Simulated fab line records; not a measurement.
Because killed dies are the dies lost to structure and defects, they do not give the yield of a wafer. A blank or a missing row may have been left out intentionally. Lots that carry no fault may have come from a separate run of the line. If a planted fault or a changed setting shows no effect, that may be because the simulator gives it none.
Struck lot and sound lot, side by side -- flow sky130 -- 15 steps out of a route of 708
Sound: wafers L363.4, L363.5, L363.6. The struck wafers were L353.3, L353.5, L353.6. At the end, the cause is stated.
At each step with rows: each side's tool, then ch and its chambers, then its first start. Under that, the readings that differ: sound wafers -- struck wafers -- difference of the means -- sigmas: that difference in standard deviations of wafers without a fault.
alike: same words and numbers on both sides, and readings whose means sit less than 2 such deviations apart. not compared: any withheld reading, any reading some wafer has no value for, any bound like >300 that may hide the same value, and any number with overlapping values for which the record gives no deviation.
The two part at a step that has a row with sigmas, a row that says differs or no value, or rows on one side only. Numbers that have no deviation but don't overlap get no sigmas and don't part them. A reading that every wafer of one side lacks parts them only if that side has two wafers or more.

SKY_CONTACT_BOW_MEAS_05:
  struck on film metro-03, day 34 04:47; sound on film metro-01, day 36 19:19
  alike: CONTACT_BOW
then, 8 steps without rows for these wafers: SKY_CONTACT_DEHYDRATE_06 (time 60 s); SKY_CONTACT_HMDS_07 (prime time 60 s); SKY_CONTACT_COAT_08 (resist thk 60 nm); SKY_CONTACT_COAT_09 (resist thk 450 nm); SKY_CONTACT_SOFTBAKE_10 (time 90 s); SKY_CONTACT_EXPOSE_11 (exposes mask CTM1, target cd 170 nm); SKY_CONTACT_PEB_12; SKY_CONTACT_DEVELOP_13 (develop time 60 s).
SKY_CONTACT_CD_MEAS_14: the cd target is 170 nm.
  struck on cd sem-02, day 35 08:16; sound on cd sem-01, day 37 22:35
  alike: cd nm
SKY_CONTACT_OVL_MEAS_15:
  struck on overlay-01, day 35 08:22; sound on overlay-01, day 37 22:40
  alike: CONTACT_OVL
SKY_CONTACT_ETCH_16: etches BARC in N2/H2, stops on SiO2, time 45.9 s, target depth 60 nm.
  sound on rie diel-02 ch 0,1,2, day 37 22:41; struck on rie diel-01 ch 2,3, day 35 08:23
reading,sound,struck,difference,sigmas
oes product au (a.u.),0.852 0.846 0.843,0.859 0.862 0.857,+0.012,+2
  alike: bias w, drypump motor current A, throttle valve pct
  not compared: rf hours counter h
SKY_CONTACT_ETCH_17: etches SiO2 in C4F8/O2/Ar, stops on Si3N4, target depth 340 nm.
  sound on rie diel-02 ch 0,1,2, day 37 22:43; struck on rie diel-01 ch 2,3, day 35 08:26
reading,sound,struck,difference,sigmas
bias w (W),1198 1203 1201,1289 1290 1291,+89,+28
model.Si3N4_of_CONTACT_CVD_00.thk nm (nm),76.33 75.29 74.82,71.44 74.03 74.6,-2.12,
  alike: oes product au
SKY_CONTACT_ETCH_18: etches Si3N4 in CHF3/O2, stops on TiN, time 39 s, target depth 75 nm.
  sound on rie diel-02 ch 0,1,2; struck on rie diel-01 ch 2,3
  alike: bias w, drypump motor current A, oes product au, throttle valve pct
  not compared: rf hours counter h
after that, 1 step had no rows for these wafers: SKY_PAD_OPEN_PROBE_99.

## WHERE THEY PART
First at SKY_CONTACT_ETCH_16; last, within this record, at SKY_CONTACT_ETCH_17. Later steps at which nothing parts them and some readings are alike: SKY_CONTACT_ETCH_18.

WHY: the cause the simulator had injected
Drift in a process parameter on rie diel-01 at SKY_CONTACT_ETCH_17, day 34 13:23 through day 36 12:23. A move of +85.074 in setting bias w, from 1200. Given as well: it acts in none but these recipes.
